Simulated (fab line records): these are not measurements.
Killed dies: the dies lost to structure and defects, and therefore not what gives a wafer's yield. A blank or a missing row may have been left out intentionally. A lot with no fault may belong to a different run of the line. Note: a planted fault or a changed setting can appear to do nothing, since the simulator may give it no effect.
Which tool did it? | flow gf180mcu | Sampling: 13 lots, 39 wafers, 4 of 602 route steps

## WHAT THE GAUGES SHOWED, per wafer
GF_V1_THK_MEAS_25: measures by xrf.
lot  | measured     | on            | V1_W_THK (nm)
L740 | day 18 03:04 | film_metro-04 | 346 356 356
L741 | day 18 15:36 | film_metro-01 | 352 362 356
L742 | day 18 22:10 | film_metro-01 | 341 342 346
L743 | day 19 06:33 | film_metro-01 | 349 349 351
L745 | day 20 09:48 | film_metro-03 | 345 351 341
L746 | day 20 10:00 | film_metro-01 | 364 362 362
L752 | day 22 17:01 | film_metro-04 | 349 358 361
L753 | day 23 05:20 | film_metro-01 | 357 349 360
L754 | day 23 12:35 | film_metro-04 | 343 346 345
L755 | day 23 17:41 | film_metro-01 | 353 357 358
L757 | day 24 07:35 | film_metro-01 | 361 359 358
L762 | day 25 22:54 | film_metro-01 | 369 358 365
L761 | day 25 23:56 | film_metro-04 | 349 351 359

GF_MIM_THK_MEAS_06.
lot  | measured     | on            | MIM_CVD_05_THK (nm)
L740 | day 24 10:20 | film_metro-02 | 40.6 40.9 40.8
L741 | day 24 21:04 | film_metro-02 | 41.6 42.3 42.1
L742 | day 25 12:19 | film_metro-01 | 41.7 42.3 42.8
L743 | day 25 10:23 | film_metro-03 | 41.7 42.0 42.5
L745 | day 26 12:15 | film_metro-02 | 41.1 41.9 41.9
L746 | day 26 13:25 | film_metro-02 | 40.8 41.5 42.7
L752 | day 28 11:16 | film_metro-03 | 41.7 42.3 42.1
L753 | day 28 20:38 | film_metro-02 | 41.5 14.5 42.3
L754 | day 29 02:51 | film_metro-02 | 42.6 14.3 42.4
L755 | day 29 08:23 | film_metro-03 | 41.6 13.8 41.4
L757 | day 29 20:26 | film_metro-03 | 41.5 41.6 42.2
L762 | day 31 05:20 | film_metro-01 | 42.3 42.3 42.5
L761 | day 31 06:02 | film_metro-03 | 42.0 42.2 42.1

## WHICH TOOL RAN EACH LOT (tool, then ch and the chambers of the sampled wafers, then the start)
lot  | GF_M3_SPUTTER_03             | GF_MIM_CVD_05
L740 | pvd_sputter-04, day 20 07:17 | pecvd-04 ch 1,2, day 24 10:19
L741 | pvd_sputter-03, day 20 19:28 | pecvd-03 ch 0,2, day 24 21:01
L742 | pvd_sputter-01, day 21 02:56 | pecvd-04 ch 0,2, day 25 12:17
L743 | pvd_sputter-03, day 21 10:02 | pecvd-03 ch 0,1,2, day 25 10:21
L745 | pvd_sputter-01, day 22 13:53 | pecvd-04 ch 1,2, day 26 12:13
L746 | pvd_sputter-04, day 22 14:14 | pecvd-01 ch 1,2, day 26 13:23
L752 | pvd_sputter-04, day 24 17:09 | pecvd-03 ch 0,1,2, day 28 11:13
L753 | pvd_sputter-03, day 25 04:31 | pecvd-03 ch 1,2, day 28 20:35
L754 | pvd_sputter-03, day 25 11:28 | pecvd-03 ch 0,1,2, day 29 02:49
L755 | pvd_sputter-04, day 25 16:52 | pecvd-03 ch 0,1,2, day 29 08:21
L757 | pvd_sputter-04, day 26 06:15 | pecvd-01 ch 0,2, day 29 20:25
L762 | pvd_sputter-04, day 27 19:07 | pecvd-01 ch 0,2, day 31 05:18
L761 | pvd_sputter-01, day 27 20:11 | pecvd-04 ch 1,2, day 31 06:00
- GF_M3_SPUTTER_03: material Ti, target thk 10 nm, time 6.7 s.
- GF_MIM_CVD_05: deposits Si3N4, target thk 42 nm, time 29.086 s.

## AS READ BY THE TOOLS THEMSELVES (means over the sampled wafers that have a number; for cases with no such wafer, the mark the record gives instead)
GF_M3_SPUTTER_03.
lot  | tool           | throttle_valve_pct (%)
L740 | pvd_sputter-04 | 31.2
L741 | pvd_sputter-03 | 30.5
L742 | pvd_sputter-01 | 30.2
L743 | pvd_sputter-03 | 30.5
L745 | pvd_sputter-01 | 30.6
L746 | pvd_sputter-04 | 31.2
L752 | pvd_sputter-04 | 30.8
L753 | pvd_sputter-03 | 30.3
L754 | pvd_sputter-03 | 30.7
L755 | pvd_sputter-04 | 31.2
L757 | pvd_sputter-04 | 31.1
L762 | pvd_sputter-04 | 31.0
L761 | pvd_sputter-01 | 31.1

GF_MIM_CVD_05.
lot  | tool     | heater_power_w (W) | susceptor_temp_C (C)
L740 | pecvd-04 | 630                | 385.11
L741 | pecvd-03 | 591                | 384.97
L742 | pecvd-04 | 721                | 385.33
L743 | pecvd-03 | 524                | 385.02
L745 | pecvd-04 | 624                | 384.96
L746 | pecvd-01 | 669                | 385.25
L752 | pecvd-03 | 562                | 384.95
L753 | pecvd-03 | 476                | 385.00
L754 | pecvd-03 | 546                | 384.98
L755 | pecvd-03 | 536                | 384.83
L757 | pecvd-01 | 796                | 385.12
L762 | pecvd-01 | 710                | 385.14
L761 | pecvd-04 | 692                | 385.04

## THE ANSWER, worked out from the rows above alone
Rule: the usual values come from the lots themselves. The widest of any qualifying gaps counts: lots, ordered by their means at a reading, are off when they make up no more than a third of the lots, leave a main group of 4 or more, and stand apart from it by 3 or more times the standard deviation of that group's means. A main group is skipped when, at the precision printed for the reading in the tables above, its means are all equal. A lot without any number at a reading at which 4 lots or more have one is off too. All remaining lots with rows at the step are treated as sound. The gauges are gone through in route order, then the tools' own readings, and for those a lot's mean is taken as printed above. At the first step where some lot is off, the reading lying furthest off is the one used; lots without a number count as furthest.
Off: at GF_MIM_THK_MEAS_06 (MIM_CVD_05_THK), L753, L754, L755. Main group: mean 41.9 nm, sd 0.43.
A tool fits if, at a process step before that reading, it ran every lot that is off, and no sound lot after the first of them. Those tools and the gauges at GF_MIM_THK_MEAS_06 are tried in the same way. One fits: GF_MIM_CVD_05 on pecvd-03. A fault onset in the window from L752 (day 28 11:13, its last sound lot) to L753 (day 28 20:35, its first lot off) fits.

## WHAT THE SIMULATOR HAD INSERTED
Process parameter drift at GF_MIM_CVD_05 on pecvd-03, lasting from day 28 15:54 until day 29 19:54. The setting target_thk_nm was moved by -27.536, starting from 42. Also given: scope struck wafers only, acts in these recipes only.
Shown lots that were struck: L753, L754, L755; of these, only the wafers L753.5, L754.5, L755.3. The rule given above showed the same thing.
